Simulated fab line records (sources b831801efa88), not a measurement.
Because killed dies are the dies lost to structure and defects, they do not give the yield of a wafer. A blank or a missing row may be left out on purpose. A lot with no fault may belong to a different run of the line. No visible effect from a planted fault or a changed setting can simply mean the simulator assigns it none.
A lot that was struck, set against a sound lot ; flow sky130 ; 17 steps out of a route of 708
Sound: wafers L184.3, L184.4, L184.5. Wafers L191.1, L191.5, L191.6 were the ones struck. The cause is named last.
At each step with rows: each side's tool, then ch and its chambers, then its first start. Under that, the readings that differ: sound wafers ; struck wafers ; difference of the means ; sigmas: that difference in standard deviations of wafers without a fault.
alike: readings whose means differ by less than 2 such deviations, and words and numbers that are the same on both sides. not compared: withheld readings, readings that some wafer has no value for, bounds like >300 that may hide the same value, and numbers for which the record gives no deviation and whose values overlap.
Wherever a step has rows on one side only, a row that says differs or no value, or a row with sigmas, the two part there. Numbers that don't overlap but have no deviation are shown without sigmas and don't part them. A reading missing from all wafers of one side parts the sides only when that side holds two or more wafers.

first, 3 steps without rows for these wafers: SKY_VIA1_EXPOSE_09 (exposes mask VIM, target cd 150 nm); SKY_VIA1_PEB_10; SKY_VIA1_DEVELOP_11 (develop time 60 s).
SKY_VIA1_CD_MEAS_12: the cd target is 150 nm.
  sound on cd_sem-01, day 36 14:17; struck on cd_sem-01, day 38 07:07
  alike: cd_nm
SKY_VIA1_OVL_MEAS_13:
  sound on overlay-02, day 36 14:22; struck on overlay-02, day 38 07:14
  alike: VIA1_OVL
SKY_VIA1_ETCH_14: etches BARC in N2/H2, stops on SiO2, time 45.9 s, target depth 60 nm.
  sound on rie_diel-01 ch 0,1,2, day 36 14:23; struck on rie_diel-04 ch 0,2,3, day 38 07:17
  alike: drypump_motor_current_A, oes_product_au, rf_fwd_power_W, throttle_valve_pct
  not compared: rf_hours_counter_h
SKY_VIA1_ETCH_15: etches SiO2 in C4F8/O2/Ar, stops on TiN, target depth 351 nm, time 54 s.
  sound on rie_diel-01 ch 0,1,2, day 36 14:26; struck on rie_diel-04 ch 0,2,3, day 38 07:19
  alike: oes_product_au, rf_fwd_power_W
  not compared: rf_hours_counter_h
SKY_VIA1_STRIP_16: strips in O2/N2.
  sound on plasma_asher-03 ch 0,1, day 36 14:31; struck on plasma_asher-02 ch 0,1, day 38 07:22
  alike: drypump_motor_current_A, oes_product_au, strip_time_to_endpoint_s
  not compared: rf_hours_counter_h
then, 3 steps without rows for these wafers: SKY_VIA1_STRIP_17 (strips in post etch residue remover, time 1200 s); SKY_VIA1_CLEAN_18 (cleans in IPA, time 180 s); SKY_VIA1_CLEAN_19 (cleans in O3/DIW).
SKY_VIA1_SPUTTER_20: material TiN, target thk 20 nm, time 80 s.
  sound on pvd_sputter-04, day 36 15:05; struck on pvd_sputter-03, day 38 07:58
reading;sound;struck;difference;sigmas
throttle_valve_pct (%);31.5 29.9 31.4;27.6 29.9 28.3;-2.3;-2
SKY_VIA1_CVD_21: deposits W, target thk 270 nm, time 80.902 s.
  sound on cvd_w-02 ch 0,1, day 36 15:10; struck on cvd_w-02 ch 0,1, day 38 08:02
reading;sound;struck;difference;sigmas
chamber_pressure_Torr (Torr);39.87 40.07 40.16;52.99 52.87 52.98;+12.91;+99 or more
model.W_of_VIA1_CVD_21.thk_nm (nm);281.1 268.1 266.2;321.2 325.2 308.9;+46.6;
  alike: heater_power_w
SKY_VIA1_RS_MEAS_22: a four-point-probe measurement.
  sound on film_metro-03, day 36 15:16; struck on film_metro-03, day 38 08:25
reading;sound;struck;difference;sigmas
VIA1_W_RS (ohm/sq);0.410 0.429 0.433;0.358 0.353 0.373;-0.063;-8
  not compared: hold
SKY_VIA1_THK_MEAS_23: measures by xrf.
  sound on film_metro-03, day 36 15:22; struck on film_metro-03, day 38 16:32
reading;sound;struck;difference;sigmas
VIA1_W_THK (nm);270 258 255;313 317 302;+50;+9
  not compared: hold
SKY_VIA1_CMP_24: polishes, stops on SiO2, t overpolish 15 s, target thk 0 nm.
  sound on cmp-02 ch 0,1,3, day 36 15:31; struck on cmp-02 ch 1,2,3, day 38 19:26
reading;sound;struck;difference;sigmas
hold;- - -;await_dispo/2.5h/release await_dispo/2.5h/release await_dispo/2.5h/release;no value on the sound wafers;
time_to_endpoint_s (s);64 60 59;75 73 68;+11;+3
  alike: motor_current_A
-- the record jumps here: 11 days lie between the struck wafers' starts before and after (it left off in module VIA1 and takes up again in module PAD_OPEN, whose first step shown is number 708 of the route) --
SKY_PAD_OPEN_PROBE_99:
  rows exist in the record for the struck wafers here (prober-01, day 49 10:13), but not for the sound ones

## WHERE THEY PART
Last at SKY_PAD_OPEN_PROBE_99 as far as this record goes, first at SKY_VIA1_SPUTTER_20.

WHY: what had been put in by the simulator
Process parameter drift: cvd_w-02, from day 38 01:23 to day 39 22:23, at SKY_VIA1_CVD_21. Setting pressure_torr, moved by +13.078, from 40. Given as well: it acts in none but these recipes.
